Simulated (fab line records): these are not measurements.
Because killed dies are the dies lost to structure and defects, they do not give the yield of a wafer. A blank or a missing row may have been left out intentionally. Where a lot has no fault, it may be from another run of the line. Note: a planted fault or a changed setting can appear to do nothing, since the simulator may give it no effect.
A struck lot beside a sound one :: flow sky130 :: 31 steps out of a route of 708
Sound: these wafers, L948.3, L948.4, L948.5. Wafers struck: L957.2, L957.5, L957.6. The cause is named last.
Per side, at each step with rows, come the tool, then ch with its chambers, and then its first start. Under that, the readings that differ: sound wafers :: struck wafers :: difference of the means :: sigmas: that difference in standard deviations of wafers without a fault.
alike: same words and numbers on both sides, and readings whose means sit less than 2 such deviations apart. not compared: any withheld reading, any reading some wafer has no value for, any bound like >300 that may hide the same value, and any number with overlapping values for which the record gives no deviation.
Wherever a step has rows on one side only, a row that says differs or no value, or a row with sigmas, the two part there. Non-overlapping numbers with no deviation appear without sigmas and do not part them. A reading missing from all wafers of one side parts the sides only when that side holds two or more wafers.

first, 1 step without rows for these wafers: SKY_PWDE_IMPLANT_08.
SKY_PWDE_STRIP_09: strips in O2/N2.
  sound on plasmaAsher-01 ch 0,1, day 6 13:44; struck on plasmaAsher-02 ch 0,1, day 8 11:51
  alike: chamberPressureMTorr, drypumpMotorCurrentA, oesProductAu, stripTimeToEndpointS
  not compared: rfHoursCounterH
SKY_PWDE_TW_MEAS_10:
  sound on filmMetro-02, day 6 13:49; struck on filmMetro-01, day 8 11:58
  alike: PWDE_TW
then, 7 steps without rows for these wafers: SKY_NWELL_DEHYDRATE_03 (time 60 s); SKY_NWELL_HMDS_04 (prime time 60 s); SKY_NWELL_COAT_05 (resist thk 3000 nm); SKY_NWELL_SOFTBAKE_06; SKY_NWELL_EXPOSE_07 (exposes mask NWM, target cd 840 nm); SKY_NWELL_PEB_08; SKY_NWELL_DEVELOP_09 (develop time 60 s).
SKY_NWELL_OVL_MEAS_10:
  sound on overlay-02, day 7 08:58; struck on overlay-02, day 9 08:58
  alike: NWELL_00_OVL
next, for these wafers, 1 step has no rows: SKY_NWELL_IMPLANT_11.
SKY_NWELL_IMPLANT_12:
  sound on implanter-02 ch 0, day 7 09:11; struck on implanter-02 ch 0, day 9 09:11
reading: doseIonsCm2
sound: 1.3004e+12 1.2996e+12 1.2984e+12
struck: 1.4957e+12 1.4949e+12 1.4954e+12
difference: +1.9587e+11
sigmas: +99 or more

reading: faradayCurrentUA
sound: 7.34 7.43 7.30
struck: 8.63 8.41 8.38
difference: +1.12
sigmas: +7
next, for these wafers, 1 step has no rows: SKY_NWELL_IMPLANT_13.
SKY_NWELL_STRIP_14: strips in O2/N2.
  sound on plasmaAsher-02 ch 0,1, day 7 09:28; struck on plasmaAsher-02 ch 0,1, day 9 09:27
  alike: chamberPressureMTorr, drypumpMotorCurrentA, oesProductAu, stripTimeToEndpointS
  not compared: rfHoursCounterH
SKY_NWELL_TW_MEAS_15:
  sound on filmMetro-01, day 7 09:34; struck on filmMetro-04, day 9 09:34
reading: NWELL_TW
sound: 1801 1799 1806
struck: 1861 1854 1860
difference: +56
sigmas: +3
then, 7 steps without rows for these wafers: SKY_NWELL_DEHYDRATE_16 (time 60 s); SKY_NWELL_HMDS_17 (prime time 60 s); SKY_NWELL_COAT_18 (resist thk 3000 nm); SKY_NWELL_SOFTBAKE_19; SKY_NWELL_EXPOSE_20 (exposes mask NWM COMPLEMENT, target cd 840 nm); SKY_NWELL_PEB_21; SKY_NWELL_DEVELOP_22 (develop time 60 s).
SKY_NWELL_OVL_MEAS_23:
  sound on overlay-01, day 8 05:55; struck on overlay-01, day 10 07:40
  alike: NWELL_01_OVL
next, for these wafers, 1 step has no rows: SKY_NWELL_IMPLANT_24.
SKY_NWELL_STRIP_25: strips in O2/N2.
  sound on plasmaAsher-03 ch 0,1, day 8 06:08; struck on plasmaAsher-02 ch 0,1, day 10 07:51
  alike: chamberPressureMTorr, drypumpMotorCurrentA, oesProductAu, stripTimeToEndpointS
  not compared: rfHoursCounterH
SKY_NWELL_TW_MEAS_26:
  sound on filmMetro-02, day 8 06:13; struck on filmMetro-04, day 10 07:58
  alike: NWELL_2_TW
then, 1 step without rows for these wafers: SKY_NWELL_CLEAN_27 (cleans in SC1/SC2, time 150 s).
SKY_NWELL_RTA_28: time 30 s.
  sound on rtpAnneal-01 ch 0, day 8 06:20; struck on rtpAnneal-02 ch 0, day 10 08:04
  alike: lampPowerPct, wafer_temp_C_max
SKY_NWELL_RS_MEAS_29: the measuring method here is four-point-probe.
  sound on filmMetro-04, day 8 06:27; struck on filmMetro-01, day 10 08:11
reading: NWELL_RS (ohm/sq)
sound: 626.2 626.0 627.5
struck: 615.5 615.5 618.1
difference: -10.2
sigmas: -7
-- the record jumps here: 40 days lie between the struck wafers' starts before and after (it left off in module NWELL and takes up again in module PAD_OPEN, whose first step shown is number 708 of the route) --
SKY_PAD_OPEN_PROBE_99:
  sound on prober-01, day 48 19:10; struck on prober-01, day 50 07:25
reading: model.etest.pfet_01v8_lvt.driveUaUm
sound: 170.4 170.4 171.2
struck: 166.8 168.1 170.3
difference: -2.3
sigmas: 

reading: model.etest.pfetG5v0d10v5.offLog10AUm
sound: -12.83 -12.97 -12.82
struck: -13.26 -13.2 -13.44
difference: -0.43
sigmas: 

reading: model.etest.pfet_01v8_lvt.offLog10AUm
sound: -8.635 -8.866 -8.614
struck: -9.569 -9.794 -9.509
difference: -0.919
sigmas: 

reading: model.etest.pfetG5v0d10v5.vtSatV (V)
sound: -0.6544 -0.6724 -0.6641
struck: -0.7108 -0.7137 -0.7466
difference: -0.0601
sigmas: 

reading: model.etest.pfet_16v.vtV (V)
sound: -1.124 -1.125 -1.111
struck: -1.167 -1.158 -1.158
difference: -0.041
sigmas: 

reading: model.etest.pfetG5v0d10v5.vtV (V)
sound: -0.8415 -0.8627 -0.8458
struck: -0.8804 -0.8784 -0.917
difference: -0.0419
sigmas: 

reading: model.etest.pfetG5v0d10v5.vtLongV (V)
sound: -0.9536 -0.9504 -0.9382
struck: -0.9838 -0.9804 -0.9837
difference: -0.0352
sigmas: 

reading: model.etest.pfet_01v8_lvt.vtSatV (V)
sound: -0.4334 -0.433 -0.4266
struck: -0.4921 -0.4957 -0.4912
difference: -0.0620
sigmas: 
  alike: killed_at_M0_to_M3, killed_at_M4_up, killedAtContacts, killedAtFrontEnd, killedAtOther, killedDies, killedOpen, killedShort

## WHERE THEY PART
First at SKY_NWELL_IMPLANT_12; last, within this record, at SKY_NWELL_RS_MEAS_29. Later steps at which nothing parts them and some readings are alike: SKY_PAD_OPEN_PROBE_99.

WHY: what had been put in by the simulator
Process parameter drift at SKY_NWELL_IMPLANT_12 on implanter-02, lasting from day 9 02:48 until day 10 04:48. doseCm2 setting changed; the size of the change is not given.
